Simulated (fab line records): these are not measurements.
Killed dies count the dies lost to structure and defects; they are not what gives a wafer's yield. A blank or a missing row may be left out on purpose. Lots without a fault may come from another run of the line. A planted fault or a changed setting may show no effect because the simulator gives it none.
Chamber matching :: flow sky130 :: SKY_POLY_CUT_ETCH_11 on rie diel-02 has 4 sister chambers
The step etches Si3N4 in CF4/CH2F2/Ar, stops on poly-Si, time 42.5 s, target depth 60 nm. 4 wafers are shown with their chamber, then 9 later ones without.

== EACH WAFER AND ITS CHAMBER ==
wafer: L079.4
chamber: 0
drypump motor current A (A): 5.7

wafer: L083.2
chamber: 2
drypump motor current A (A): 5.8

wafer: L088.2
chamber: 3
drypump motor current A (A): 5.4

wafer: L088.5
chamber: 1
drypump motor current A (A): 6.4

== WAFERS WITH NO CHAMBER GIVEN ==
wafer: L092.2
drypump motor current A (A): 5.4

wafer: L092.4
drypump motor current A (A): 6.4

wafer: L092.5
drypump motor current A (A): 6.4

wafer: L094.4
drypump motor current A (A): 6.3

wafer: L094.5
drypump motor current A (A): 5.4

wafer: L094.6
drypump motor current A (A): 5.8

wafer: L095.1
drypump motor current A (A): 6.3

wafer: L095.2
drypump motor current A (A): 5.8

wafer: L095.5
drypump motor current A (A): 5.7

== EACH ONE'S CHAMBER ==
wafer: L092.2
from the rows above: 3
in truth: 3

wafer: L092.4
from the rows above: 1
in truth: 1

wafer: L092.5
from the rows above: 1
in truth: 1

wafer: L094.4
from the rows above: 1
in truth: 1

wafer: L094.5
from the rows above: 3
in truth: 3

wafer: L094.6
from the rows above: 2
in truth: 2

wafer: L095.1
from the rows above: 1
in truth: 1

wafer: L095.2
from the rows above: 2
in truth: 2

wafer: L095.5
from the rows above: 0
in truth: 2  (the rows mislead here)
Correct placement for 8 of the 9. From these rows, 0 cannot be placed. Number placed wrongly: 1.
How it was worked out, from the rows above alone: a wafer's distance from a chamber is the root of the sum, over the readings, of the square of ((its reading less the chamber's mean) divided by the reading's scatter). The wafer belongs to the nearest chamber; if the next one is less than 2 further off, it can't be placed. The mean given for a chamber averages the wafers shown for that chamber. The scatter: with one shown wafer a chamber, the root of the mean of the squares of how far each hidden wafer lies from its nearest shown one.
